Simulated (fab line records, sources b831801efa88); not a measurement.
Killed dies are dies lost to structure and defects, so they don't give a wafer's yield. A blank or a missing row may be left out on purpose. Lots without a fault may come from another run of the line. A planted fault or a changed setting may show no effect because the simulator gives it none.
fab line records | flow sky130
record lots=7 wafers=18 last_day=50
route steps=708 shown GATE_OXIDE@201 POLY_GATE@204 RES_PROTECT@206 LDD_N@237 PAD_OPEN@708
lots that met no fault: from a run of the same line without faults
start_h: hours from the record's first day to the start of the lot's first wafer shown | wait_h: hours since the lot's step before | " the same as in the row above | L1.1+2: a row that stands for several wafers | - no value, or no start given | * or withheld: withheld | < > ~ a bound
route shown NAME@n: a module of which the file shows steps, and the number in the route of the first | usual: mean/standard deviation of fault-free wafers | same: alike in all rows | chamber/n: place in a boat | sites: the reading at each site | _std_site: their standard deviation | _edge_site: outer sites' mean less inner sites' | radius_mm: how far each site lies from the wafer's centre | mask NAME#n: copy n | behind: the tool/chamber that last shaped the wafer | hold: why the lot was held/for how many hours/how that ended | device: the transistor (n, p or np) that didn't switch | end of line: the same wafers' tests at the end of the route | a step without rows: its recipe alone | killed: dies lost to structure and defects at the first sort, not the wafer's yield | map: a wafer's dies, x killed, . not, _ none there
set.NAME: the setting as run; set.NAME@STEP: as run at that earlier step | model.NAME: the simulator's own value behind a step, which no gauge read
lots at some steps of the route; a table a step, a row a wafer
services: from which hour (start_h, from the record's first day; less than 0 if before it) a tool's chamber was out of use, for how many hours, and why
## steps
# step SKY_GATE_OXIDE_TW_MEAS_14
# usual GATE_OXIDE_TW=224.1/1.9
# columns lot.wafer tool chamber start_h wait_h GATE_OXIDE_TW
L973.2 film_metro-01 - 356.54 0.1 221.1
L973.3 " - " " 222.8
L973.5 " - " " 222.9
L978.4 film_metro-02 - 386.89 0.1 226.9
L978.5 " - " " 226.1
L978.6 " - " " 226.2
L980.1 film_metro-03 - 403.78 0.1 223.8
L980.4 " - " " 224.0
L980.6 " - " " 225.0
L981.1 film_metro-01 - 412.58 0.1 221.4
L981.3 " - " " 221.6
L981.6 " - " " 222.4
L985.1 film_metro-01 - 448.76 0.1 219.7
L985.6 " - " " 220.0
L987.1 film_metro-03 - 466.66 0.1 225.5
L987.4 " - " " 225.0
L988.1 film_metro-02 - 476.44 0.1 224.3
L988.6 " - " " 225.6
# step SKY_GATE_OXIDE_CLEAN_15
# recipe chemistry=SC1/SC2 mix=1:4:20 temp_c=70 time_s=150 dry=n2_spin
# step SKY_GATE_OXIDE_OXIDATION_16
# recipe temp_c=800 ambient=O2 idle_temp_c=700 ramp_up_c_per_min=10 ramp_down_c_per_min=3 stabilise_s=600 purge_s=300 target_thk_a=35.7 ox_time_s=1915
# step SKY_POLY_GATE_CVD_00
# recipe material=poly-Si target_thk_nm=180 temp_c=620 time_s=720 pressure_mtorr=200
# step SKY_POLY_GATE_THK_MEAS_01
# recipe reads=poly-Si_of_POLY_GATE_CVD_00
# usual POLY_GATE_CVD_00_THK=180.9/1.8
# columns lot.wafer tool chamber start_h wait_h POLY_GATE_CVD_00_THK[nm]
L973.2 film_metro-02 - 361.38 0.0 178.3
L973.3 " - " " 180.1
L973.5 " - " " 181.7
L978.4 film_metro-01 - 390.53 0.0 180.2
L978.5 " - " " 180.5
L978.6 " - " " 180.2
L980.1 film_metro-02 - 406.63 0.0 177.5
L980.4 " - " " 179.0
L980.6 " - " " 179.9
L981.1 film_metro-01 - 417.39 0.0 178.6
L981.3 " - " " 176.5
L981.6 " - " " 178.9
L985.1 film_metro-04 - 451.60 0.0 180.0
L985.6 " - " " 181.2
L987.1 film_metro-01 - 470.35 0.0 183.3
L987.4 " - " " 183.8
L988.1 film_metro-04 - 479.28 0.0 180.0
L988.6 " - " " 180.8
# step SKY_RES_PROTECT_DEHYDRATE_00
# recipe temp_c=200 time_s=60
# step SKY_RES_PROTECT_HMDS_01
# recipe prime_time_s=60 prime_temp_c=120
# step SKY_RES_PROTECT_COAT_02
# recipe resist=NOVOLAK spin_rpm=3000 resist_thk_nm=1140
# step SKY_RES_PROTECT_SOFTBAKE_03
# recipe temp_c=90 time_s=60 resist=NOVOLAK
# step SKY_RES_PROTECT_EXPOSE_04
# recipe mask_id=RPM na=0.6 source_shape=conventional sigma_outer=0.6 polarization=unpolarized target_cd_nm=1270 dose_mj=131
# step SKY_RES_PROTECT_PEB_05
# recipe temp_c=withheld time_s=* resist=NOVOLAK
# step SKY_RES_PROTECT_DEVELOP_06
# recipe resist=NOVOLAK developer=TMAH develop_time_s=60 dev_temp_c=23
# step SKY_POLY_GATE_IMPLANT_02
# recipe species=P energy_kev=30 dose_cm2=7.7e+15 tilt_deg=0
# usual faraday_current_uA=10575/680
# columns lot.wafer tool chamber start_h wait_h faraday_current_uA
L973.2 implanter-01 0 389.72 0.1 10078
L973.3 " 0 " " 9881
L973.5 " 0 " " 9903
L978.4 implanter-02 0 420.07 0.1 9956
L978.5 " 0 " " 9643
L978.6 " 0 " " 9957
L980.1 implanter-02 0 436.74 0.1 9857
L980.4 " 0 " " 10071
L980.6 " 0 " " 10269
L981.1 implanter-03 0 448.08 0.1 11345
L981.3 " 0 " " 11582
L981.6 " 0 " " 11288
L985.1 implanter-03 0 481.87 0.1 11410
L985.6 " 0 " " 10962
L987.1 implanter-03 0 501.21 0.1 11095
L987.4 " 0 " " 11444
L988.1 implanter-03 0 510.16 0.1 11102
L988.6 " 0 " " 11284
# step SKY_RES_PROTECT_STRIP_07
# recipe chemistry=O2/N2 power_w=1400 pressure_mtorr=1500 platen_temp_c=withheld o2_flow_sccm=3000 n2_flow_sccm=300 overash_fraction=0.5
# usual drypump_motor_current_A=5.4/0.37 oes_product_au=0.517/0.0044 strip_time_to_endpoint_s=23.29/0.042
# columns lot.wafer tool chamber start_h wait_h drypump_motor_current_A oes_product_au rf_hours_counter_h strip_time_to_endpoint_s
L973.2 plasma_asher-02 1 389.84 0.1 5.2 0.517 58 23.29
L973.3 " 0 " " 5.4 0.513 - 23.26
L973.5 " 0 " " 5.5 0.521 - 23.30
L978.4 plasma_asher-02 1 420.18 0.1 5.2 0.516 - 23.20
L978.5 " 0 " " 5.4 0.526 - 23.27
L978.6 " 1 " " 5.2 0.513 - 23.25
L980.1 plasma_asher-01 1 436.89 0.1 5.8 0.515 31 23.26
L980.4 " 1 " " 5.9 0.518 - 23.31
L980.6 " 1 " " 5.8 0.514 - 23.28
L981.1 plasma_asher-01 1 448.23 0.1 5.9 0.516 32 23.38
L981.3 " 0 " " 5.0 0.515 - 23.35
L981.6 " 0 " " 5.0 0.518 - 23.41
L985.1 plasma_asher-01 1 482.02 0.1 5.9 0.514 35 23.23
L985.6 " 0 " " 5.0 0.521 - 23.34
L987.1 plasma_asher-01 0 501.36 0.1 5.0 0.519 37 23.19
L987.4 " 0 " " 5.0 0.521 - 23.31
L988.1 plasma_asher-02 1 510.31 0.1 5.2 0.516 70 23.20
L988.6 " 1 " " 5.2 0.514 - 23.24
# step SKY_RES_PROTECT_TW_MEAS_08
# usual POLY_GATE_TW=4041/31
# columns lot.wafer tool chamber start_h wait_h POLY_GATE_TW
L973.2 film_metro-04 - 389.95 0.1 4024
L973.3 " - " " 4046
L973.5 " - " " 4039
L978.4 film_metro-04 - 420.27 0.1 4004
L978.5 " - " " 4000
L978.6 " - " " 3994
L980.1 film_metro-04 - 436.99 0.1 4022
L980.4 " - " " 3984
L980.6 " - " " 4019
L981.1 film_metro-04 - 448.33 0.1 3996
L981.3 " - " " 3983
L981.6 " - " " 3994
L985.1 film_metro-03 - 482.12 0.1 4041
L985.6 " - " " 4020
L987.1 film_metro-02 - 501.46 0.1 4063
L987.4 " - " " 4064
L988.1 film_metro-04 - 510.41 0.1 4011
L988.6 " - " " 4027
# step SKY_RES_PROTECT_CLEAN_09
# recipe chemistry=SC1/SC2 mix=1:4:20 temp_c=70 time_s=150 dry=n2_spin
# step SKY_POLY_GATE_CVD_03
# recipe material=Si3N4 precursor=DCS/NH3 target_thk_nm=75 temp_c=770 time_s=1290 pressure_mtorr=250
# step SKY_POLY_GATE_THK_MEAS_04
# recipe reads=Si3N4_of_POLY_GATE_CVD_03
# usual POLY_GATE_CVD_03_THK=75.0/0.59
# columns lot.wafer tool chamber start_h wait_h POLY_GATE_CVD_03_THK[nm]
L973.2 film_metro-04 - 391.93 0.0 74.4
L973.3 " - " " 74.6
L973.5 " - " " 74.6
L978.4 film_metro-02 - 422.13 0.0 74.4
L978.5 " - " " 75.0
L978.6 " - " " 75.6
L980.1 film_metro-04 - 438.46 0.0 75.6
L980.4 " - " " 75.4
L980.6 " - " " 75.7
L981.1 film_metro-04 - 450.57 0.0 76.3
L981.3 " - " " 75.8
L981.6 " - " " 76.2
L985.1 film_metro-04 - 483.60 0.0 75.2
L985.6 " - " " 75.3
L987.1 film_metro-01 - 505.45 0.0 74.4
L987.4 " - " " 74.5
L988.1 film_metro-04 - 511.89 0.0 76.4
L988.6 " - " " 76.1
# step SKY_POLY_GATE_DEHYDRATE_05
# recipe temp_c=200 time_s=60
# step SKY_POLY_GATE_HMDS_06
# recipe prime_time_s=60 prime_temp_c=120
# step SKY_POLY_GATE_COAT_07
# recipe resist=BARC temp_c=withheld time_s=withheld spin_rpm=3000 resist_thk_nm=110
# step SKY_POLY_GATE_COAT_08
# recipe resist=KrF-thick spin_rpm=3000 resist_thk_nm=450
# step SKY_POLY_GATE_SOFTBAKE_09
# recipe temp_c=100 time_s=90 resist=KrF-thick
# step SKY_POLY_GATE_EXPOSE_10
# recipe mask_id=P1M na=0.68 source_shape=conventional sigma_outer=0.6 target_cd_nm=150 dose_mj=28
# step SKY_POLY_GATE_PEB_11
# recipe peb_temp_c=withheld peb_time_s=withheld resist=KrF-thick
# step SKY_POLY_GATE_DEVELOP_12
# recipe develop_time_s=60 resist=KrF-thick dev_temp_c=21
# step SKY_POLY_GATE_CD_MEAS_13
# recipe target_cd_nm=150
# usual cd_nm=150.0/1.3
# columns lot.wafer tool chamber start_h wait_h cd_nm
L973.2 cd_sem-02 - 421.91 - 150.3
L973.3 " - " " 150.0
L973.5 " - " " 150.6
L978.4 cd_sem-02 - 452.93 - 150.6
L978.5 " - " " 149.5
L978.6 " - " " 151.4
L980.1 cd_sem-01 - 470.16 - 150.4
L980.4 " - " " 148.9
L980.6 " - " " 149.2
L981.1 cd_sem-01 - 481.41 - 149.6
L981.3 " - " " 148.9
L981.6 " - " " 148.9
L985.1 cd_sem-02 - 514.21 - 150.6
L985.6 " - " " 151.4
L987.1 cd_sem-02 - 536.11 - 149.6
L987.4 " - " " 149.5
L988.1 cd_sem-02 - 541.89 - 149.6
L988.6 " - " " 149.8
# step SKY_POLY_GATE_OVL_MEAS_14
# usual POLY_GATE_OVL=-1/4.9
# columns lot.wafer tool chamber start_h wait_h POLY_GATE_OVL[nm]
L973.2 overlay-02 - 422.02 0.1 -5
L973.3 " - " " -5
L973.5 " - " " 1
L978.4 overlay-01 - 453.01 0.1 4
L978.5 " - " " 9
L978.6 " - " " 3
L980.1 overlay-02 - 470.28 0.1 -1
L980.4 " - " " 1
L980.6 " - " " -7
L981.1 overlay-01 - 481.53 0.1 3
L981.3 " - " " 2
L981.6 " - " " 5
L985.1 overlay-02 - 514.33 0.1 8
L985.6 " - " " 9
L987.1 overlay-02 - 536.23 0.1 -9
L987.4 " - " " -6
L988.1 overlay-02 - 542.01 0.1 0
L988.6 " - " " -3
# step SKY_POLY_GATE_ETCH_15
# recipe chemistry=N2/H2 target=BARC ion_energy_ev=200 source_w=500 bias_w=100 pressure_mtorr=30 n2_flow_sccm=100 h2_flow_sccm=200 stop_on=SiO2 time_s=118.5 target_depth_a=1100
# usual drypump_motor_current_A=5.8/0.32 oes_product_au=0.716/0.0044 throttle_valve_pct=13.210/0.0092
# columns lot.wafer tool chamber start_h wait_h drypump_motor_current_A oes_product_au rf_hours_counter_h throttle_valve_pct
L973.2 rie_diel-02 2 422.05 0.0 5.9 0.715 7 13.198
L973.3 " 1 " " 5.0 0.710 90 13.209
L973.5 " 3 " " 5.3 0.710 - 13.220
L978.4 rie_diel-03 2 453.03 0.0 5.9 0.716 87 13.216
L978.5 " 0 " " 5.9 0.710 - 13.222
L978.6 " 3 " " 5.7 0.713 - 13.210
L980.1 rie_diel-01 0 470.32 0.0 5.8 0.714 32 13.217
L980.4 " 3 " " 6.0 0.715 71 13.215
L980.6 " 0 " " 5.8 0.716 - 13.207
L981.1 rie_diel-03 2 481.57 0.0 5.9 0.709 88 13.195
L981.3 " 1 " " 6.2 0.709 41 13.222
L981.6 " 2 " " 5.9 0.713 - 13.203
L985.1 rie_diel-03 0 514.37 0.0 5.9 0.713 12 13.214
L985.6 " 3 " " 5.8 0.716 - 13.219
L987.1 rie_diel-02 0 536.27 0.0 5.3 0.715 10 13.205
L987.4 " 2 " " 5.9 0.705 9 13.212
L988.1 rie_diel-03 1 542.05 0.0 6.2 0.709 43 13.208
L988.6 " 3 " " 5.8 0.720 - 13.211
# step SKY_POLY_GATE_ETCH_16
# recipe stop_on=poly-Si chemistry=CH3F/O2 target=Si3N4 source_w=400 bias_w=80 pressure_mtorr=25 ch3f_flow_sccm=40 O2_flow_sccm=30 time_s=147.5 target_depth_a=750
# usual O2_flow_sccm=30.01/0.089 drypump_motor_current_A=5.8/0.33 oes_product_au=0.641/0.0053 throttle_valve_pct=10.535/0.0088
# columns lot.wafer tool chamber start_h wait_h O2_flow_sccm drypump_motor_current_A oes_product_au rf_hours_counter_h throttle_valve_pct
L973.2 rie_diel-02 2 422.13 0.0 30.17 5.9 0.640 7 10.527
L973.3 " 1 " " 30.04 5.1 0.637 90 10.531
L973.5 " 3 " " 30.03 5.3 0.639 - 10.514
L978.4 rie_diel-03 2 453.11 0.0 29.77 5.9 0.639 87 10.528
L978.5 " 0 " " 29.86 5.9 0.641 - 10.556
L978.6 " 3 " " 29.90 5.7 0.637 - 10.532
L980.1 rie_diel-01 0 470.40 0.0 30.11 5.8 0.641 32 10.536
L980.4 " 3 " " 29.92 5.9 0.645 71 10.531
L980.6 " 0 " " 30.10 5.8 0.645 - 10.541
L981.1 rie_diel-03 2 481.65 0.0 29.93 5.9 0.654 88 10.535
L981.3 " 1 " " 29.90 6.2 0.649 41 10.545
L981.6 " 2 " " 30.02 5.9 0.639 - 10.530
L985.1 rie_diel-03 0 514.45 0.0 30.11 5.9 0.645 12 10.533
L985.6 " 3 " " 30.16 5.7 0.640 - 10.533
L987.1 rie_diel-02 0 536.35 0.0 30.00 5.3 0.635 10 10.539
L987.4 " 2 " " 29.92 5.9 0.635 9 10.520
L988.1 rie_diel-03 1 542.13 0.0 29.92 6.2 0.649 43 10.529
L988.6 " 3 " " 30.05 5.8 0.645 - 10.540
# step SKY_POLY_GATE_ETCH_17
# recipe target_depth_nm=180 stop_on=SiO2 over_etch_frac=0.56667 chemistry=HBr/Cl2 target=poly-Si icp_w=400 bias_w=100 pressure_mtorr=10 HBr_flow_sccm=150 Cl2_flow_sccm=50 time_s=70.5
# usual drypump_motor_current_A=5.8/0.46 mfc_cl2_sccm=50.02/0.16 oes_product_au=0.990/0.0078 throttle_valve_pct=33.684/0.0088
# columns lot.wafer tool chamber start_h wait_h drypump_motor_current_A mfc_cl2_sccm oes_product_au rf_hours_counter_h throttle_valve_pct
L973.2 rie_si-02 0 422.23 0.0 5.6 50.03 0.984 3 33.701
L973.3 " 2 " " 6.1 50.06 0.984 51 33.680
L973.5 " 3 " " 5.1 50.10 0.986 - 33.692
L978.4 rie_si-01 3 453.21 0.0 5.1 49.83 0.991 4 33.679
L978.5 " 3 " " 5.1 49.92 0.985 - 33.682
L978.6 " 0 " " 5.9 49.65 0.995 - 33.679
L980.1 rie_si-02 0 470.50 0.0 5.6 50.32 0.983 4 33.707
L980.4 " 3 " " 5.1 49.89 0.983 2 33.670
L980.6 " 3 " " 5.1 49.94 0.984 - 33.677
L981.1 rie_si-01 3 481.75 0.0 5.1 49.74 0.979 5 33.673
L981.3 " 2 " " 5.8 50.03 0.977 4 33.682
L981.6 " 2 " " 5.8 50.21 0.984 - 33.686
L985.1 rie_si-01 3 514.55 0.0 5.1 50.15 0.992 5 33.683
L985.6 " 0 " " 5.9 50.02 1.000 - 33.685
L987.1 rie_si-01 2 536.45 0.0 5.8 50.31 0.992 4 33.697
L987.4 " 0 " " 6.0 50.24 1.004 1 33.681
L988.1 rie_si-02 1 542.23 0.0 6.2 49.87 0.983 1 33.676
L988.6 " 0 " " 5.7 49.96 0.997 - 33.687
# step SKY_POLY_GATE_STRIP_18
# recipe chemistry=O2/N2 power_w=1400 pressure_mtorr=1500 platen_temp_c=withheld o2_flow_sccm=3000 n2_flow_sccm=300 overash_fraction=0.5
# usual drypump_motor_current_A=5.9/0.44 oes_product_au=0.359/0.0047 strip_time_to_endpoint_s=3.14/0.044
# columns lot.wafer tool chamber start_h wait_h drypump_motor_current_A oes_product_au rf_hours_counter_h strip_time_to_endpoint_s
L973.2 plasma_asher-04 1 422.28 0.0 6.1 0.358 71 3.10
L973.3 " 0 " " 6.4 0.366 - 3.16
L973.5 " 0 " " 6.4 0.356 - 3.10
L978.4 plasma_asher-03 1 453.30 0.1 6.1 0.355 - 3.10
L978.5 " 1 " " 6.1 0.359 - 3.20
L978.6 " 0 " " 5.4 0.358 - 3.09
L980.1 plasma_asher-04 1 470.56 0.0 6.1 0.355 76 3.17
L980.4 " 1 " " 6.1 0.353 - 3.18
L980.6 " 0 " " 6.4 0.367 - 3.20
L981.1 plasma_asher-03 0 481.81 0.0 5.3 0.354 5 3.04
L981.3 " 1 " " 6.1 0.354 - 3.11
L981.6 " 1 " " 6.1 0.360 - 3.06
L985.1 plasma_asher-02 1 514.61 0.0 5.2 0.358 70 3.20
L985.6 " 1 " " 5.1 0.355 - 3.06
L987.1 plasma_asher-03 1 536.51 0.0 6.1 0.348 9 3.06
L987.4 " 0 " " 5.4 0.358 - 3.11
L988.1 plasma_asher-04 0 542.28 0.0 6.4 0.365 83 3.11
L988.6 " 1 " " 6.1 0.359 - 3.06
# step SKY_POLY_GATE_CLEAN_19
# recipe chemistry=SC1/SC2 mix=1:4:20 temp_c=70 time_s=150 dry=n2_spin
# step SKY_POLY_GATE_OXIDATION_20
# recipe temp_c=850 ambient=O2 stabilise_s=600 purge_s=300 target_thk_a=40 ox_time_s=899
# step SKY_POLY_GATE_THK_MEAS_21
# recipe reads=SiO2_of_POLY_GATE_OXIDATION_20
# usual POLY_GATE_OXIDATION_THK=3.99/0.077
# columns lot.wafer tool chamber start_h wait_h POLY_GATE_OXIDATION_THK[nm]
L973.2 film_metro-02 - 424.43 0.0 4.02
L973.3 " - " " 4.10
L973.5 " - " " 4.10
L978.4 film_metro-02 - 454.70 0.0 3.84
L978.5 " - " " 3.86
L978.6 " - " " 3.91
L980.1 film_metro-04 - 473.28 0.0 3.86
L980.4 " - " " 3.94
L980.6 " - " " 3.97
L981.1 film_metro-02 - 483.31 0.0 3.97
L981.3 " - " " 3.95
L981.6 " - " " 3.96
L985.1 film_metro-04 - 516.11 0.0 4.08
L985.6 " - " " 4.08
L987.1 film_metro-01 - 538.86 0.0 3.84
L987.4 " - " " 3.94
L988.1 film_metro-04 - 543.68 0.0 3.96
L988.6 " - " " 3.97
# step SKY_POLY_GATE_CD_MEAS_22
# usual cd_nm=149.5/2.6
# columns lot.wafer tool chamber start_h wait_h cd_nm
L973.2 cd_sem-01 - 424.51 0.1 152.0
L973.3 " - " " 149.1
L973.5 " - " " 156.5
L978.4 cd_sem-02 - 454.82 0.1 149.0
L978.5 " - " " 148.0
L978.6 " - " " 148.0
L980.1 cd_sem-01 - 473.41 0.1 145.1
L980.4 " - " " 151.1
L980.6 " - " " 148.3
L981.1 cd_sem-01 - 483.37 0.1 149.2
L981.3 " - " " 153.4
L981.6 " - " " 150.6
L985.1 cd_sem-01 - 516.17 0.1 148.7
L985.6 " - " " 148.7
L987.1 cd_sem-02 - 538.92 0.1 145.3
L987.4 " - " " 148.0
L988.1 cd_sem-01 - 543.74 0.1 151.2
L988.6 " - " " 147.1
# step SKY_LDD_N_DEHYDRATE_00
# recipe temp_c=200 time_s=60
# step SKY_LDD_N_HMDS_01
# recipe prime_time_s=60 prime_temp_c=120
# step SKY_LDD_N_COAT_02
# recipe resist=NOVOLAK spin_rpm=3000 resist_thk_nm=300
# step SKY_LDD_N_SOFTBAKE_03
# recipe temp_c=90 time_s=60 resist=NOVOLAK
# step SKY_LDD_N_EXPOSE_04
# recipe mask_id=NTM target_cd_nm=840 na=0.6 source_shape=conventional sigma_outer=0.6 dose_mj=110
# step SKY_LDD_N_PEB_05
# recipe temp_c=withheld time_s=* resist=NOVOLAK
# step SKY_PAD_OPEN_PROBE_99
# usual killed_at_M0_to_M3=44/7.2 killed_at_M4_up=2.9/1.8 killed_at_contacts=24/5.2 killed_at_front_end=15/4 killed_at_other=0.2/0.49 killed_dies=85/9.1 killed_open=47/6.8 killed_short=38/5.7
# same gross_dies=492 killed_at_back_side=0
# columns lot.wafer tool chamber start_h wait_h killed_at_M0_to_M3 killed_at_M4_up killed_at_contacts killed_at_front_end killed_at_other killed_dies killed_open killed_short model.etest.res_poly.rs_ohm_sq_range
L973.2 prober-01 - 1124.19 0.1 37 2 25 12 0 76 46 30 1.133
L973.3 prober-01 - 1124.24 0.2 44 4 20 21 0 89 46 43 1.227
L973.5 prober-01 - 1124.34 0.2 46 1 26 14 0 87 55 32 1.197
L978.4 prober-02 - 1144.63 0.2 36 5 30 13 0 84 47 37 1.127
L978.5 prober-02 - 1144.68 0.2 43 3 31 13 0 90 53 37 1.603
L978.6 prober-02 - 1144.73 0.2 44 2 18 8 0 72 42 30 1.676
L980.1 prober-02 - 1156.84 0.1 42 0 16 12 0 70 42 28 1.161
L980.4 prober-02 - 1156.99 0.2 33 5 26 16 0 80 42 38 1.185
L980.6 prober-02 - 1157.09 0.2 44 3 17 10 0 74 42 32 1.171
L981.1 prober-01 - 1164.42 0.1 34 4 21 20 0 79 47 32 1.216
L981.3 prober-01 - 1164.52 0.2 42 2 27 16 0 87 40 47 0.7957
L981.6 prober-01 - 1164.67 0.2 30 4 22 15 1 72 35 37 1.534
L985.1 prober-01 - 1184.18 0.1 44 1 15 18 1 79 43 36 7.721
L985.6 prober-01 - 1184.43 0.2 47 1 27 17 0 92 51 41 0.8506
L987.1 prober-01 - 1195.17 0.1 43 7 29 8 1 88 42 46 8.588
L987.4 prober-01 - 1195.32 0.2 42 3 13 13 0 71 40 31 1.763
L988.1 prober-02 - 1198.71 0.1 40 2 26 25 0 93 50 43 7.066
L988.6 prober-02 - 1198.96 0.2 36 1 29 19 0 85 54 31 1.104
# killed by level:class
L973.2 CONTACT:geometric_particle:open=12 VIA1:geometric_particle:open=7 LI_CONTACT:geometric_particle:open=6 CONTACT:geometric_particle:short=5 METAL1:geometric_particle:short=5 POLY_GATE:geometric_particle:short=4 VIA3:geometric_particle:open=4 FIELD_ISO:geometric_particle:open=3
L973.3 VIA1:geometric_particle:open=11 CONTACT:geometric_particle:open=9 VIA2:geometric_particle:open=7 POLY_GATE:geometric_particle:short=6 FIELD_ISO:geometric_particle:short=5 VIA3:geometric_particle:open=5 VIA1:geometric_particle:short=5 FIELD_ISO:geometric_particle:open=4
L973.5 CONTACT:geometric_particle:open=17 VIA1:geometric_particle:open=13 VIA1:geometric_particle:short=8 VIA2:geometric_particle:open=7 METAL1:geometric_particle:short=5 POLY_GATE:geometric_particle:open=4 LI_CONTACT:geometric_particle:open=4 METAL2:geometric_particle:short=4
L978.4 CONTACT:geometric_particle:open=14 VIA1:geometric_particle:open=7 VIA3:geometric_particle:open=7 FIELD_ISO:geometric_particle:short=6 LOCAL_INTERCONNECT:geometric_particle:short=6 VIA2:geometric_particle:open=6 METAL4:geometric_particle:short=5 METAL1:geometric_particle:short=4
L978.5 CONTACT:geometric_particle:open=16 VIA1:geometric_particle:open=10 VIA3:geometric_particle:open=7 METAL2:geometric_particle:short=7 FIELD_ISO:geometric_particle:short=6 LI_CONTACT:geometric_particle:open=6 METAL1:geometric_particle:short=6 VIA2:geometric_particle:open=5
L978.6 VIA1:geometric_particle:open=13 VIA2:geometric_particle:open=7 METAL2:geometric_particle:short=7 VIA3:geometric_particle:open=6 FIELD_ISO:geometric_particle:open=5 CONTACT:geometric_particle:open=5 LI_CONTACT:geometric_particle:open=4 LOCAL_INTERCONNECT:geometric_particle:short=4
L980.1 VIA1:geometric_particle:open=15 CONTACT:geometric_particle:open=9 METAL1:geometric_particle:short=6 VIA1:geometric_particle:short=6 POLY_GATE:geometric_particle:short=5 METAL2:geometric_particle:short=5 VIA3:geometric_particle:open=5 FIELD_ISO:geometric_particle:open=3
L980.4 LI_CONTACT:geometric_particle:open=11 VIA3:geometric_particle:open=7 VIA1:geometric_particle:open=6 CONTACT:geometric_particle:open=5 METAL1:geometric_particle:short=5 METAL4:geometric_particle:short=4 LI_CONTACT:geometric_particle:short=4 VIA1:geometric_particle:short=4
L980.6 CONTACT:geometric_particle:open=8 VIA1:geometric_particle:open=8 VIA1:geometric_particle:short=7 VIA2:geometric_particle:open=5 LI_CONTACT:geometric_particle:open=4 METAL1:geometric_particle:short=4 METAL2:geometric_particle:short=4 VIA3:geometric_particle:open=4
L981.1 VIA1:geometric_particle:open=10 CONTACT:geometric_particle:open=8 FIELD_ISO:geometric_particle:open=7 FIELD_ISO:geometric_particle:short=5 VIA3:geometric_particle:open=5 LI_CONTACT:geometric_particle:open=5 CONTACT:geometric_particle:short=5 POLY_GATE:geometric_particle:open=4
L981.3 CONTACT:geometric_particle:open=10 CONTACT:geometric_particle:short=7 VIA1:geometric_particle:open=7 VIA2:geometric_particle:open=7 VIA3:geometric_particle:open=6 FIELD_ISO:geometric_particle:short=5 LOCAL_INTERCONNECT:geometric_particle:short=5 VIA1:geometric_particle:short=5
L981.6 CONTACT:geometric_particle:open=7 LOCAL_INTERCONNECT:geometric_particle:short=6 FIELD_ISO:geometric_particle:short=5 LI_CONTACT:geometric_particle:open=5 VIA1:geometric_particle:open=5 VIA1:geometric_particle:short=4 VIA2:geometric_particle:short=4 METAL3:geometric_particle:short=4
L985.1 VIA3:geometric_particle:open=10 VIA2:geometric_particle:open=9 CONTACT:geometric_particle:open=7 METAL1:geometric_particle:short=6 VIA1:geometric_particle:short=5 VIA3:geometric_particle:short=5 POLY_GATE:geometric_particle:short=4 POLY_GATE:geometric_particle:open=4
L985.6 VIA1:geometric_particle:open=12 CONTACT:geometric_particle:open=7 VIA2:geometric_particle:open=7 POLY_GATE:geometric_particle:open=6 LOCAL_INTERCONNECT:geometric_particle:short=6 CONTACT:geometric_particle:short=6 METAL1:geometric_particle:short=6 LI_CONTACT:geometric_particle:open=5
L987.1 CONTACT:geometric_particle:open=10 VIA1:geometric_particle:open=8 VIA3:geometric_particle:open=8 CONTACT:geometric_particle:short=7 LOCAL_INTERCONNECT:geometric_particle:short=6 METAL2:geometric_particle:short=5 METAL1:geometric_particle:short=5 VIA2:geometric_particle:open=5
L987.4 VIA3:geometric_particle:open=11 VIA1:geometric_particle:open=9 FIELD_ISO:geometric_particle:short=7 VIA2:geometric_particle:open=7 METAL2:geometric_particle:short=7 CONTACT:geometric_particle:open=6 METAL1:geometric_particle:short=4 METAL4:geometric_particle:short=3
L988.1 CONTACT:geometric_particle:open=12 VIA1:geometric_particle:open=9 VIA3:geometric_particle:open=9 FIELD_ISO:geometric_particle:open=6 FIELD_ISO:geometric_particle:short=5 POLY_GATE:geometric_particle:short=5 CONTACT:geometric_particle:short=5 POLY_CUT:geometric_particle:short=5
L988.6 CONTACT:geometric_particle:open=13 VIA1:geometric_particle:open=13 VIA3:geometric_particle:open=7 LI_CONTACT:geometric_particle:open=6 CONTACT:geometric_particle:short=5 POLY_GATE:geometric_particle:open=4 VIA2:geometric_particle:open=4 FIELD_ISO:geometric_particle:short=3
## services
# columns tool chamber start_h hours kind
rie_diel-01 1 376.90 8.0 repair
rie_diel-03 3 391.10 11.4 repair
rie_diel-01 - 391.65 0.5 repair
rie_si-01 1 395.49 2.6 repair
rie_diel-03 - 399.71 2.8 pm
plasma_asher-03 - 421.25 9.0 pm
plasma_asher-04 - 430.52 0.3 repair
rie_si-02 0 430.85 3.9 repair
plasma_asher-01 - 458.12 3.1 repair
implanter-03 - 467.29 1.8 repair
rie_diel-02 - 470.14 0.7 repair
rie_diel-03 - 475.99 1.2 repair
rie_si-01 - 479.44 1.6 repair
rie_si-01 - 481.81 2.8 pm
rie_diel-03 0 486.22 3.9 repair
implanter-03 - 488.92 2.0 repair
implanter-03 - 490.89 3.2 pm
rie_diel-02 2 492.30 2.4 repair
rie_diel-02 2 494.81 1.9 repair
rie_si-01 - 496.98 0.4 repair
rie_diel-02 3 501.01 3.7 repair
rie_si-02 - 502.77 0.6 repair
plasma_asher-03 - 508.31 19.8 pm
plasma_asher-02 - 520.30 1.8 repair
## key
first_sign none at tools or gauges
model_effect step=SKY_PAD_OPEN_PROBE_99 value=etest.res_poly.rs_ohm_sq_range without=1.465 struck=7.792
met_at SKY_POLY_GATE_IMPLANT_02
struck_wafers L985.1,L987.1,L988.1
tester_left_out L985,L987,L988
onset_between 448.08 481.87
fault kind=process_parameter_drift tool=implanter-03 chamber=- onset_h=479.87 steps=SKY_POLY_GATE_IMPLANT_02 channel=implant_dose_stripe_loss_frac offset=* shape=step end_h=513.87 scope=struck_wafers_only
# tester_left_out: of these lots the tester's yield and bins aren't shown, on N5 and GAA mostly nor the transistor test; their killed dies are dies lost to structure and defects alone, not to doping, threshold or leakage, so they don't give the yield
